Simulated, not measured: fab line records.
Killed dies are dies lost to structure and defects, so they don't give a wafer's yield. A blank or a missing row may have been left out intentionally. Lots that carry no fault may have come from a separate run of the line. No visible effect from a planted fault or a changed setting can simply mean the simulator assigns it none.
Which of the tools did it? :: flow sky130 :: route of 708 steps, sampled at 1 step: 24 lots, 72 wafers

== WHAT THE GAUGES SHOWED, per wafer ==
SKY_VIA2_CD_MEAS_12: the cd target is 200 nm. Usual: cd_nm 199.9 nm, standard deviation 1.3.
lot: L074
measured: day 37 01:53
on: cd_sem-02
cd_nm (nm): 200.6 200.4 199.3
flag: 

lot: L075
measured: day 37 10:57
on: cd_sem-02
cd_nm (nm): 197.9 199.0 199.3
flag: 

lot: L076
measured: day 37 22:20
on: cd_sem-01
cd_nm (nm): 198.3 198.4 199.7
flag: 

lot: L077
measured: day 37 22:38
on: cd_sem-01
cd_nm (nm): 199.5 198.2 198.6
flag: 

lot: L078
measured: day 38 03:01
on: cd_sem-02
cd_nm (nm): 200.3 200.2 200.7
flag: 

lot: L079
measured: day 38 04:34
on: cd_sem-02
cd_nm (nm): 200.3 202.0 201.9
flag: 

lot: L080
measured: day 38 15:57
on: cd_sem-01
cd_nm (nm): 199.1 199.6 198.9
flag: 

lot: L081
measured: day 38 19:40
on: cd_sem-01
cd_nm (nm): 199.4 200.6 200.0
flag: 

lot: L082
measured: day 39 07:26
on: cd_sem-02
cd_nm (nm): 201.6 200.6 201.3
flag: 

lot: L083
measured: day 39 11:41
on: cd_sem-01
cd_nm (nm): 200.9 201.2 201.3
flag: 

lot: L084
measured: day 39 18:23
on: cd_sem-01
cd_nm (nm): 198.4 198.7 198.6
flag: 

lot: L085
measured: day 39 21:47
on: cd_sem-02
cd_nm (nm): 200.8 199.6 200.5
flag: 

lot: L086
measured: day 40 00:53
on: cd_sem-01
cd_nm (nm): 199.1 199.0 199.5
flag: 

lot: L088
measured: day 40 17:20
on: cd_sem-01
cd_nm (nm): 197.4 196.7 197.9
flag: 

lot: L087
measured: day 40 18:29
on: cd_sem-02
cd_nm (nm): 197.8 198.5 198.3
flag: 

lot: L089
measured: day 41 01:40
on: cd_sem-01
cd_nm (nm): 201.2 200.0 200.4
flag: 

lot: L091
measured: day 41 10:59
on: cd_sem-02
cd_nm (nm): 200.7 200.8 202.3
flag: 

lot: L090
measured: day 41 12:23
on: cd_sem-02
cd_nm (nm): 200.6 201.4 199.9
flag: 

lot: L092
measured: day 41 18:05
on: cd_sem-02
cd_nm (nm): 199.6 199.6 199.9
flag: 

lot: L093
measured: day 42 04:28
on: cd_sem-01
cd_nm (nm): 201.2 200.5 199.6
flag: 

lot: L094
measured: day 42 07:18
on: cd_sem-02
cd_nm (nm): 199.6 199.4 199.4
flag: 

lot: L095
measured: day 42 21:46
on: cd_sem-02
cd_nm (nm): 199.8 199.7 200.8
flag: 

lot: L096
measured: day 42 23:59
on: cd_sem-01
cd_nm (nm): 200.3 198.7 197.7
flag: 

lot: L097
measured: day 43 04:08
on: cd_sem-01
cd_nm (nm): 201.0 199.8 201.2
flag: 

== WHAT TOOL EACH LOT RAN ON (gives the tool, then ch and the chambers of the sampled wafers, and finally the start) ==
Before these readings, the record contains no process step.

== AS READ BY THE TOOLS THEMSELVES (means over the sampled wafers that have a number; for cases with no such wafer, the mark the record gives instead) ==
The record holds no such reading with a usual standard deviation.

== THE ANSWER, worked out from the rows above alone ==
Rule: take the mean of a lot's wafers that have a number; if it is more than 3 standard deviations from the usual mean, the lot is off. Also off: a lot with no number at a reading for which 4 or more lots have one. Where the step has rows for the other lots, those lots are counted as sound. First the gauges in route order, then the tools' own readings, where a lot's mean is used as printed above. The first step at which some lot is off is used, and at that step the reading that is off furthest; a lot without a number counts as furthest.
Nothing can be told from this: no lot is off at any reading shown.

== WHAT THE SIMULATOR PUT IN ==
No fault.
